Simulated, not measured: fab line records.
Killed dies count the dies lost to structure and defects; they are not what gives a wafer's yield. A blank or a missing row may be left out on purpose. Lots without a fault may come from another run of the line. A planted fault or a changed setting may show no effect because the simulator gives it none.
Which tool is to blame? -- flow gf180mcu -- Sampling: 13 lots, 37 wafers, 2 of 602 route steps

== WHAT THE GAUGES READ, wafer by wafer ==
GF_M4_RS_MEAS_05: measures by four-point-probe. Usual: M4_ALCU_RS typically reads 0.0696 ohm/sq, with standard deviation 0.00091.
lot,measured,on,M4_ALCU_RS (ohm/sq),flag
L454,day 22 13:58,filmMetro-02,0.0695 0.0704 0.0697,
L459,day 24 08:22,filmMetro-02,0.0713 0.0689 0.0690,
L460,day 24 14:43,filmMetro-01,0.0698 0.0676 0.0681,
L461,day 24 21:50,filmMetro-01,0.0707 0.0695 0.0700,
L462,day 25 07:21,filmMetro-04,0.0688 0.0680 0.0680,
L465,day 26 13:12,filmMetro-02,0.0706 0.0716 0.0709,
L466,day 26 18:14,filmMetro-01,0.0701 0.0679,
L467,day 26 21:41,filmMetro-04,0.0688 0.0701,
L468,day 27 07:25,filmMetro-01,0.0700 0.0693 0.0705,
L469,day 27 11:42,filmMetro-04,0.0708 0.0700 0.0696,
L472,day 28 10:58,filmMetro-01,0.0700 0.0698 0.0695,
L473,day 28 14:40,filmMetro-02,0.0685 0.0672 0.0688,
L475,day 29 05:39,filmMetro-01,0.0693 0.0687 0.0694,

GF_M4_CD_MEAS_14: target cd 280 nm. Usual: cdNm at 280.3 nm, with a standard deviation of 1.1.
lot,measured,on,cdNm (nm),flag
L454,day 23 12:02,cdSem-01,280.5 280.0 281.1,
L459,day 25 05:58,cdSem-02,279.8 280.4 280.9,
L460,day 25 12:26,cdSem-02,280.8 280.1 279.4,
L461,day 25 19:22,cdSem-02,281.0 279.3 279.4,
L462,day 26 04:10,cdSem-02,281.8 281.2 282.0,
L465,day 27 09:31,cdSem-01,281.8 281.0 281.8,
L466,day 27 13:34,cdSem-02,279.1 279.9,
L467,day 27 17:39,cdSem-02,281.3 280.2,
L468,day 28 03:05,cdSem-01,278.6 279.5 280.6,
L469,day 28 07:13,cdSem-02,282.1 280.9 282.1,
L472,day 29 05:26,cdSem-02,279.6 281.3 281.0,
L473,day 29 09:52,cdSem-02,279.6 280.1 279.9,
L475,day 30 00:04,cdSem-02,281.3 281.1 281.4,

== EACH LOT AND THE TOOL THAT RAN IT (in order: tool; ch and the chambers of the sampled wafers; start) ==
No process step before these readings appears in the record.

== AS READ BY THE TOOLS THEMSELVES (means over the sampled wafers that have a number; for cases with no such wafer, the mark the record gives instead) ==
The record holds no such reading with a usual standard deviation.

== THE ANSWER, worked out from the rows above alone ==
Rule: a lot is off if the mean of its wafers that have a number lies more than 3 standard deviations from the usual mean. A lot without any number at a reading at which 4 lots or more have one is off too. Any other lot the step has rows for is counted as sound. First the gauges in route order, then the tools' own readings, where a lot's mean is used as printed above. At the first step where some lot is off, the reading lying furthest off is the one used; lots without a number count as furthest.
No lot is off at any reading shown: from this, nothing can be told.

== WHAT THE SIMULATOR HAD PUT IN ==
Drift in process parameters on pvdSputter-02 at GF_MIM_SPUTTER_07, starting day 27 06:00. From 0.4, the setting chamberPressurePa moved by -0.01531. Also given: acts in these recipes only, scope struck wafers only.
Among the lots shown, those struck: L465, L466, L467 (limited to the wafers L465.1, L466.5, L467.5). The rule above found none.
